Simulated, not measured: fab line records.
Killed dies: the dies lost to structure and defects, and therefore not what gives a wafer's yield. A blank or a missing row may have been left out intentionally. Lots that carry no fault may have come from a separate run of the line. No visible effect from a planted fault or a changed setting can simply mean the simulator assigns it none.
fab line records	flow sky130
record lots=13	wafers=39	lastDay=50
route steps=708 shown VT_ADJUST_PCH@151 SD_N@358 CONTACT@407 VIA1@459
lots that met no fault: from a run of the same line without faults
startH: hours from the record's first day to the start of the lot's first wafer shown	waitH: time in hours since the lot's previous step	" identical to the entry in the row above	L1.1+2: several wafers, shown together as one row	- no value, or no start was given	* or withheld: withheld	< > ~ a bound
route shown NAME@n: NAME is a module with steps in the file, n the number in the route of the first one	usual: mean and standard deviation over wafers with no fault	same: alike in all rows	chamber/n: place in a boat	sites: readings site by site	_std_site: the standard deviation of these	_edge_site: mean of outer sites minus mean of inner sites	radiusMm: how far each site lies from the wafer's centre	mask NAME#n: copy n	behind: the most recent tool/chamber to have shaped the wafer	hold: cause of the lot's hold/its duration in hours/its outcome	device: names the non-switching transistor (n, p or np)	end of line: the route-end tests of the same wafers	a step without rows: its recipe alone	killed: not the wafer's yield, but the dies lost to structure and defects at the first sort	map: shows each die of a wafer: x if killed, . if not, _ if none is there
set.NAME: the setting as run; set.NAME@STEP: as run at that earlier step	model.NAME: the simulator's own value behind a step, which no gauge read
one table for each step of the route and one row for each wafer, over a sample of lots
services: a tool's chamber out of use, with start hour (startH, from the record's first day; less than 0 if before it), hours out, and reason
## steps
# step SKY_VT_ADJUST_PCH_IMPLANT_08
# recipe species=B	energyKev=10	doseCm2=5e+11	tiltDeg=withheld
# usual doseIonsCm2=5e+11/5.2e+08	faradayCurrentUA=2.82/0.057
lot.wafer	tool	chamber	startH	waitH	doseIonsCm2	faradayCurrentUA
L485.1	implanter-02	0	243.24	0.0	4.998e+11	2.84
L485.5	"	0	"	"	4.993e+11	2.84
L485.6	"	0	"	"	4.992e+11	2.91
L488.1	implanter-02	0	265.83	0.0	5.007e+11	2.80
L488.2	"	0	"	"	5.005e+11	2.89
L488.6	"	0	"	"	5.002e+11	2.87
L489.1	implanter-02	0	268.13	0.0	5.004e+11	2.81
L489.4	"	0	"	"	5e+11	2.78
L489.5	"	0	"	"	4.99e+11	2.87
L491.3	implanter-01	0	296.40	0.1	3.275e+11	1.89
L491.4	"	0	"	"	3.279e+11	1.80
L491.6	"	0	"	"	3.274e+11	1.86
L495.4	implanter-01	0	320.96	0.1	3.282e+11	1.85
L495.5	"	0	"	"	3.286e+11	1.86
L495.6	"	0	"	"	3.28e+11	1.88
L496.2	implanter-02	0	322.41	0.0	5e+11	2.83
L496.4	"	0	"	"	5.001e+11	2.83
L496.6	"	0	"	"	4.999e+11	2.95
L498.2	implanter-02	0	345.25	0.8	5.005e+11	2.73
L498.3	"	0	"	"	5.002e+11	2.78
L498.5	"	0	"	"	5.01e+11	2.83
L499.2	implanter-01	0	372.25	0.0	4.993e+11	2.75
L499.3	"	0	"	"	5.002e+11	2.85
L499.4	"	0	"	"	4.999e+11	2.83
L501.3	implanter-02	0	374.14	0.1	5.001e+11	2.78
L501.5	"	0	"	"	4.996e+11	2.68
L501.6	"	0	"	"	4.997e+11	2.86
L502.2	implanter-01	0	375.00	0.0	4.997e+11	2.83
L502.3	"	0	"	"	4.998e+11	2.85
L502.5	"	0	"	"	4.999e+11	2.82
L503.3	implanter-02	0	380.99	0.1	5.001e+11	2.98
L503.4	"	0	"	"	5.006e+11	2.88
L503.6	"	0	"	"	5.008e+11	2.81
L504.1	implanter-02	0	391.10	0.0	4.998e+11	2.69
L504.4	"	0	"	"	4.997e+11	2.75
L504.6	"	0	"	"	5e+11	2.75
L506.1	implanter-01	0	408.64	0.0	5.009e+11	2.70
L506.2	"	0	"	"	4.996e+11	2.82
L506.4	"	0	"	"	5.002e+11	2.87
# step SKY_VT_ADJUST_PCH_TW_MEAS_10
# usual VT_ADJUST_PCH_TW=142.5/1.1
lot.wafer	tool	chamber	startH	waitH	VT_ADJUST_PCH_TW
L485.1	filmMetro-02	-	243.49	0.1	143.0
L485.5	"	-	"	"	142.4
L485.6	"	-	"	"	142.2
L488.1	filmMetro-02	-	266.08	0.1	143.5
L488.2	"	-	"	"	142.9
L488.6	"	-	"	"	143.2
L489.1	filmMetro-03	-	268.38	0.1	141.3
L489.4	"	-	"	"	141.4
L489.5	"	-	"	"	141.7
L491.3	filmMetro-02	-	296.62	0.1	127.1
L491.4	"	-	"	"	127.1
L491.6	"	-	"	"	127.1
L495.4	filmMetro-01	-	321.16	0.1	128.8
L495.5	"	-	"	"	129.0
L495.6	"	-	"	"	128.8
L496.2	filmMetro-03	-	322.64	0.1	141.6
L496.4	"	-	"	"	142.1
L496.6	"	-	"	"	142.1
L498.2	filmMetro-03	-	345.48	0.1	142.4
L498.3	"	-	"	"	141.7
L498.5	"	-	"	"	140.9
L499.2	filmMetro-01	-	372.49	0.1	145.1
L499.3	"	-	"	"	144.0
L499.4	"	-	"	"	143.5
L501.3	filmMetro-02	-	374.36	0.1	142.0
L501.5	"	-	"	"	141.8
L501.6	"	-	"	"	141.5
L502.2	filmMetro-01	-	375.24	0.1	143.7
L502.3	"	-	"	"	143.7
L502.5	"	-	"	"	143.5
L503.3	filmMetro-01	-	381.21	0.1	144.2
L503.4	"	-	"	"	143.8
L503.6	"	-	"	"	143.4
L504.1	filmMetro-01	-	391.35	0.1	143.7
L504.4	"	-	"	"	144.8
L504.6	"	-	"	"	144.3
L506.1	filmMetro-02	-	408.89	0.1	141.1
L506.2	"	-	"	"	141.0
L506.4	"	-	"	"	140.6
# step SKY_SD_N_RS_MEAS_16
# recipe thkMeasGauge=four-point-probe
# usual SD_N_RS=68.57/0.12
lot.wafer	tool	chamber	startH	waitH	SD_N_RS[ohm/sq]
L485.1	filmMetro-02	-	662.63	0.1	68.53
L485.5	"	-	"	"	68.36
L485.6	"	-	"	"	68.42
L489.1	filmMetro-02	-	689.77	0.1	68.58
L489.4	"	-	"	"	68.39
L489.5	"	-	"	"	68.40
L488.1	filmMetro-02	-	690.96	0.1	68.45
L488.2	"	-	"	"	68.63
L488.6	"	-	"	"	68.59
L491.3	filmMetro-01	-	727.66	0.1	68.62
L491.4	"	-	"	"	68.74
L491.6	"	-	"	"	68.60
L495.4	filmMetro-01	-	746.94	0.1	68.69
L495.5	"	-	"	"	68.51
L495.6	"	-	"	"	68.43
L496.2	filmMetro-02	-	754.38	0.1	68.47
L496.4	"	-	"	"	68.52
L496.6	"	-	"	"	68.56
L498.2	filmMetro-02	-	779.32	0.1	68.57
L498.3	"	-	"	"	68.70
L498.5	"	-	"	"	68.51
L499.2	filmMetro-01	-	798.00	0.1	68.48
L499.3	"	-	"	"	68.48
L499.4	"	-	"	"	68.42
L501.3	filmMetro-03	-	798.26	0.1	68.65
L501.5	"	-	"	"	68.68
L501.6	"	-	"	"	68.71
L502.2	filmMetro-01	-	800.43	0.1	68.47
L502.3	"	-	"	"	68.45
L502.5	"	-	"	"	68.45
L503.3	filmMetro-02	-	806.36	0.1	68.52
L503.4	"	-	"	"	68.66
L503.6	"	-	"	"	68.59
L504.1	filmMetro-01	-	821.81	0.1	68.58
L504.4	"	-	"	"	68.52
L504.6	"	-	"	"	68.42
L506.1	filmMetro-02	-	828.17	0.1	68.53
L506.2	"	-	"	"	68.54
L506.4	"	-	"	"	68.71
# step SKY_CONTACT_THK_MEAS_01
# recipe reads=Si3N4_of_CONTACT_CVD_00
# usual CONTACT_CVD_00_THK=74.8/0.94
lot.wafer	tool	chamber	startH	waitH	CONTACT_CVD_00_THK[nm]
L485.1	filmMetro-04	-	721.24	-	74.2
L485.5	"	-	"	"	75.4
L485.6	"	-	"	"	75.4
L489.1	filmMetro-04	-	748.86	-	74.0
L489.4	"	-	"	"	74.6
L489.5	"	-	"	"	74.5
L488.1	filmMetro-03	-	749.86	-	73.8
L488.2	"	-	"	"	74.4
L488.6	"	-	"	"	75.8
L491.3	filmMetro-02	-	786.46	-	75.8
L491.4	"	-	"	"	75.8
L491.6	"	-	"	"	76.0
L495.4	filmMetro-02	-	804.06	-	76.3
L495.5	"	-	"	"	75.4
L495.6	"	-	"	"	74.9
L496.2	filmMetro-04	-	809.88	-	74.2
L496.4	"	-	"	"	75.6
L496.6	"	-	"	"	75.6
L498.2	filmMetro-04	-	836.75	-	73.2
L498.3	"	-	"	"	74.5
L498.5	"	-	"	"	74.3
L499.2	filmMetro-02	-	854.30	-	73.8
L499.3	"	-	"	"	73.7
L499.4	"	-	"	"	74.9
L501.3	filmMetro-02	-	855.07	-	74.0
L501.5	"	-	"	"	76.1
L501.6	"	-	"	"	75.1
L502.2	filmMetro-04	-	856.99	-	73.8
L502.3	"	-	"	"	73.5
L502.5	"	-	"	"	74.4
L503.3	filmMetro-03	-	862.02	-	73.6
L503.4	"	-	"	"	75.6
L503.6	"	-	"	"	74.1
L504.1	filmMetro-04	-	876.54	-	74.6
L504.4	"	-	"	"	75.1
L504.6	"	-	"	"	75.6
L506.1	filmMetro-02	-	884.12	-	73.7
L506.2	"	-	"	"	74.4
L506.4	"	-	"	"	75.1
# step SKY_VIA1_THK_MEAS_01
# recipe reads=SiO2_of_VIA1_HDPCVD_00
# usual VIA1_HDPCVD_THK=1027/9.7
lot.wafer	tool	chamber	startH	waitH	VIA1_HDPCVD_THK[nm]
L485.1	filmMetro-01	-	779.77	0.1	1020
L485.5	"	-	"	"	1041
L485.6	"	-	"	"	1030
L489.1	filmMetro-01	-	805.36	0.1	1031
L489.4	"	-	"	"	1046
L489.5	"	-	"	"	1050
L488.1	filmMetro-03	-	807.06	0.1	1013
L488.2	"	-	"	"	1009
L488.6	"	-	"	"	1030
L491.3	filmMetro-03	-	842.56	0.1	1028
L491.4	"	-	"	"	1025
L491.6	"	-	"	"	1029
L495.4	filmMetro-02	-	859.69	0.0	1028
L495.5	"	-	"	"	1028
L495.6	"	-	"	"	1018
L496.2	filmMetro-03	-	866.21	0.1	1036
L496.4	"	-	"	"	1033
L496.6	"	-	"	"	1020
L498.2	filmMetro-03	-	892.56	0.1	1037
L498.3	"	-	"	"	1039
L498.5	"	-	"	"	1037
L499.2	filmMetro-03	-	909.44	0.1	1032
L499.3	"	-	"	"	1030
L499.4	"	-	"	"	1026
L501.3	filmMetro-03	-	909.93	0.1	1041
L501.5	"	-	"	"	1039
L501.6	"	-	"	"	1029
L502.2	filmMetro-03	-	911.47	0.1	1024
L502.3	"	-	"	"	1024
L502.5	"	-	"	"	1013
L503.3	filmMetro-02	-	916.20	0.1	1042
L503.4	"	-	"	"	1032
L503.6	"	-	"	"	1023
L504.1	filmMetro-02	-	931.11	0.1	1051
L504.4	"	-	"	"	1037
L504.6	"	-	"	"	1028
L506.1	filmMetro-02	-	938.58	0.1	1046
L506.2	"	-	"	"	1022
L506.4	"	-	"	"	1040
## services
tool	chamber	startH	hours	kind
implanter-02	-	232.36	0.6	repair
implanter-02	-	257.29	1.1	repair
implanter-01	-	280.31	2.9	repair
implanter-02	-	316.07	3.9	pm
implanter-02	-	329.02	3.1	pm
implanter-02	-	350.05	2.1	repair
implanter-02	-	376.76	4.0	repair
## key
firstSign step=SKY_VT_ADJUST_PCH_IMPLANT_08	reading=doseIonsCm2	direction=down	sigmas=99+	usual=*	struck=*
effect step=SKY_VT_ADJUST_PCH_IMPLANT_08	reading=faradayCurrentUA	direction=down	sigmas=17	usual=2.82	struck=1.85
effect step=SKY_VT_ADJUST_PCH_TW_MEAS_10	reading=VT_ADJUST_PCH_TW	direction=down	sigmas=13	usual=142.5	struck=128.0
metAt SKY_VT_ADJUST_PCH_IMPLANT_08
struckLots L491,L495
testerLeftOut L491,L495
notActingAt SKY_SD_N_RS_MEAS_16,SKY_CONTACT_THK_MEAS_01,SKY_VIA1_THK_MEAS_01
fault kind=processParameterDrift	tool=implanter-01	chamber=-	onsetH=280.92	steps=SKY_VT_ADJUST_PCH_IMPLANT_08	channel=doseCm2	offset=*	shape=step	endH=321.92	actsIn=*	stated=*
# testerLeftOut: of these lots the tester's yield and bins aren't shown, on N5 and GAA mostly nor the transistor test; their killed dies are dies lost to structure and defects alone, not to doping, threshold or leakage, so they don't give the yield
